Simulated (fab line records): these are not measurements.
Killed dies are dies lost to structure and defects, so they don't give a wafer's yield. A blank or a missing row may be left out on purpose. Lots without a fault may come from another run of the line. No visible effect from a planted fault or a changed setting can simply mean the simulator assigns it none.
A struck lot beside a sound one | flow sky130 | 44 steps out of a route of 708
Sound: the wafers L944.1, L944.3, L944.4. Struck: wafers L946.2, L946.3, L946.5. The cause is named last.
Each step with rows lists, per side, the tool, then ch with its chambers, then its first start. Under that, the readings that differ: sound wafers | struck wafers | difference of the means | sigmas: that difference in standard deviations of wafers without a fault.
alike: readings with means less than 2 such deviations apart, plus words and numbers identical on both sides. not compared: withheld readings, readings lacking a value on some wafer, bounds such as >300 that could conceal the same value, and numbers that have no deviation in the record and whose values overlap.
Wherever a step has rows on one side only, a row that says differs or no value, or a row with sigmas, the two part there. When numbers do not overlap yet have no deviation, they are printed without sigmas and do not part them. Lack of a reading on every wafer of one side parts them only where that side has two or more wafers.

first, 3 steps without rows for these wafers: SKY_FIELD_ISO_CLEAN_20 (cleans in dHF, time 20 s); SKY_FIELD_ISO_WET_ETCH_21 (etches SiO2 in dHF, target depth 20 nm, time 400 s); SKY_FIELD_ISO_OXIDATION_22 (stabilise 600 s, purge 300 s, target thk 10 nm).
SKY_FIELD_ISO_THK_MEAS_23:
  sound: film metro-01 at day 3 21:28; struck: film metro-01 at day 4 05:33
  alike: FIELD_ISO_OXIDATION_01_THK
then, 1 step without rows for these wafers: SKY_FIELD_ISO_CVD_24 (deposits SiO2, target thk 595 nm, time 99.2 s).
SKY_FIELD_ISO_THK_MEAS_25:
  sound: film metro-02 at day 3 21:38; struck: film metro-04 at day 4 05:43
  alike: FIELD_ISO_CVD_24_THK
then, 1 step without rows for these wafers: SKY_FIELD_ISO_ANNEAL_26 (time 1800 s).
SKY_FIELD_ISO_CMP_27: polishes, stops on Si3N4, t overpolish 16 s, target thk 457.8 nm.
  sound on cmp-02 ch 0,1,2, day 3 23:51; struck on cmp-02 ch 0,2,3, day 4 07:19
  alike: head pressure psi, motor current A, overpolish run s, platen rpm, slurry flow ml min, time to endpoint s
then, 4 steps without rows for these wafers: SKY_FIELD_ISO_WET_ETCH_28 (etches SiO2 in dHF, target depth 23.7 nm, time 47 s); SKY_FIELD_ISO_WET_ETCH_29 (etches Si3N4 in H3PO4, target depth 160 nm, time 1825 s); SKY_FIELD_ISO_WET_ETCH_30 (etches SiO2 in dHF, target depth 25 nm, time 50 s); SKY_NWELL_CLEAN_00 (cleans in SC1/SC2, time 150 s).
SKY_NWELL_OXIDATION_01: stabilise 600 s, purge 300 s, target thk 10 nm.
  sound on furnace-01 ch 0, day 4 01:43; struck on furnace-01 ch 0, day 4 09:18
  reading                                      | sound                | struck               | difference | sigmas
  spike tc bottom C (C)                        | 912.2 912.8 912.5    | 961.5 960.9 960.3    | +48.4      | +17
  spike tc centre C (C)                        | 902.4 902.8 903.2    | 949.6 950.5 949.1    | +46.9      | +43
  spike tc lower C (C)                         | 899.6 900.3 899.7    | 946.9 946.8 947.8    | +47.3      | +48
  spike tc top C (C)                           | 910.0 909.0 910.2    | 958.8 955.9 957.6    | +47.7      | +23
  spike tc upper C (C)                         | 900.1 900.0 899.8    | 948.9 947.1 947.3    | +47.8      | +48
  tube center temp C (C)                       | 900.01 900.08 900.03 | 948.05 948.03 948.04 | +48.00     | +99 or more
  tube_center_temp_C_max                       | 902.1 902.2 902.2    | 950.4 950.1 951.2    | +48.4      | +99 or more
  zone power bottom pct (%)                    | 28.4 28.4 28.9       | 31.7 32.2 31.9       | +3.4       | +3
  zone power centre pct (%)                    | 18.8 19.2 19.0       | 21.3 21.0 21.3       | +2.2       | +6
  zone power lower pct (%)                     | 17.4 17.3 17.1       | 19.4 19.3 19.6       | +2.2       | +3
  model.SiO2_of_NWELL_OXIDATION_01.thk nm (nm) | 9.992 9.661 9.723    | 16.73 16.52 16.73    | +6.87      |
SKY_NWELL_THK_MEAS_02:
  sound: film metro-04 at day 4 03:07; struck: film metro-04 at day 4 10:43
  reading                  | sound          | struck            | difference | sigmas
  NWELL_OXIDATION_THK (nm) | 9.99 9.65 9.72 | 16.75 16.59 16.74 | +6.91      | +38
then, 8 steps without rows for these wafers: SKY_DNWELL_DEHYDRATE_00 (time 60 s); SKY_DNWELL_HMDS_01 (prime time 60 s); SKY_DNWELL_COAT_02 (resist thk 3000 nm); SKY_DNWELL_SOFTBAKE_03; SKY_DNWELL_EXPOSE_04 (exposes mask DNM, target cd 3000 nm); SKY_DNWELL_PEB_05; SKY_DNWELL_DEVELOP_06 (develop time 60 s); SKY_DNWELL_IMPLANT_07.
SKY_DNWELL_STRIP_08: strips in O2/N2.
  sound on plasma asher-04 ch 0,1, day 4 20:11; struck on plasma asher-04 ch 0,1, day 5 03:50
  alike: drypump motor current A, o2 flow sccm, oes product au, strip time to endpoint s
  not compared: rf hours counter h
SKY_DNWELL_TW_MEAS_09:
  sound: film metro-04 at day 4 20:17; struck: film metro-04 at day 5 03:57
  alike: DNWELL_TW
then, 7 steps without rows for these wafers: SKY_PWDE_DEHYDRATE_00 (time 60 s); SKY_PWDE_HMDS_01 (prime time 60 s); SKY_PWDE_COAT_02 (resist thk 3000 nm); SKY_PWDE_SOFTBAKE_03; SKY_PWDE_EXPOSE_04 (exposes mask PWDEM, target cd 840 nm); SKY_PWDE_PEB_05; SKY_PWDE_DEVELOP_06 (develop time 60 s).
SKY_PWDE_OVL_MEAS_07:
  sound: overlay-02 at day 5 14:07; struck: overlay-02 at day 5 21:53
  reading       | sound       | struck         | difference | sigmas
  PWDE_OVL (nm) | 0.0 1.1 1.3 | -2.1 -1.6 -2.2 | -2.8       | -2
then, 1 step without rows for these wafers: SKY_PWDE_IMPLANT_08.
SKY_PWDE_STRIP_09: strips in O2/N2.
  sound on plasma asher-03 ch 0,1, day 5 14:19; struck on plasma asher-04 ch 0,1, day 5 22:04
  alike: drypump motor current A, o2 flow sccm, oes product au, strip time to endpoint s
  not compared: rf hours counter h
SKY_PWDE_TW_MEAS_10:
  sound: film metro-03 at day 5 14:25; struck: film metro-03 at day 5 22:10
  alike: PWDE_TW
then, 7 steps without rows for these wafers: SKY_NWELL_DEHYDRATE_03 (time 60 s); SKY_NWELL_HMDS_04 (prime time 60 s); SKY_NWELL_COAT_05 (resist thk 3000 nm); SKY_NWELL_SOFTBAKE_06; SKY_NWELL_EXPOSE_07 (exposes mask NWM, target cd 840 nm); SKY_NWELL_PEB_08; SKY_NWELL_DEVELOP_09 (develop time 60 s).
-- the record jumps here: 10 days lie between the struck wafers' starts before and after (it left off in module NWELL and takes up again in module SONOS_ONO, whose first step shown is number 183 of the route) --
SKY_SONOS_ONO_ETCH_15: etches the open film in CHF3/O2, target depth 19.52 nm, time 7.8 s.
  sound on rie diel-04 ch 0,1,2, day 15 02:47; struck on rie diel-01 ch 0,3, day 15 12:56
  reading                                      | sound            | struck            | difference | sigmas
  model.SiO2_of_NWELL_OXIDATION_01.thk nm (nm) | 5.526 5.19 5.197 | 12.23 12.05 12.26 | +6.88      |
  alike: drypump motor current A, oes product au, throttle valve pct
  not compared: rf hours counter h
-- the record jumps here: 33 days lie between the struck wafers' starts before and after (it left off in module SONOS_ONO and takes up again in module PAD_OPEN, whose first step shown is number 708 of the route) --
SKY_PAD_OPEN_PROBE_99:
  sound: prober-01 at day 47 18:17; struck: prober-01 at day 48 01:31
  reading                                    | sound                         | struck                       | difference | sigmas
  model.etest.nfet_16v.r on ohm um           | 1.396e+04 1.409e+04 1.416e+04 | 1.349e+04 1.33e+04 1.346e+04 | -6.533e+02 |
  model.etest.tip p.rs ohm sq                | 6852 6834 6864                | 7284 7331 7235               | +433       |
  model.etest.pfet_01v8.r on ohm um          | 2956 2922 2867                | 3174 3083 3102               | +205       |
  model.etest.pfet g5v0d10v5.r on ohm um     | 4733 4676 4668                | 4978 4869 4960               | +243       |
  model.etest.sonos erased.drive ua um       | 210.6 165.1 198.9             | 155.7 153.6 158.8            | -35.5      |
  model.etest.tip_p_5v.rs ohm sq             | 2882 2860 2880                | 2922 2917 2923               | +47        |
  model.etest.res pwell under gate.rs ohm sq | 2267 2273 2268                | 2318 2332 2320               | +54        |
  model.etest.sonos uncharged.r on ohm um    | 812 811.8 815.5               | 834.6 818 842.7              | +18.7      |
  alike: killed_at_M0_to_M3, killed_at_M4_up, killed at contacts, killed at front end, killed at other, killed dies, killed open, killed short

## WHERE THEY PART
First at SKY_NWELL_OXIDATION_01; last, within this record, at SKY_PWDE_OVL_MEAS_07. Later steps at which nothing parts them and some readings are alike: SKY_PWDE_STRIP_09, SKY_PWDE_TW_MEAS_10, SKY_SONOS_ONO_ETCH_15, SKY_PAD_OPEN_PROBE_99.

WHY: the cause the simulator had injected
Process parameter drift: furnace-01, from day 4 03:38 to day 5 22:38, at SKY_NWELL_OXIDATION_01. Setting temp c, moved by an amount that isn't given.
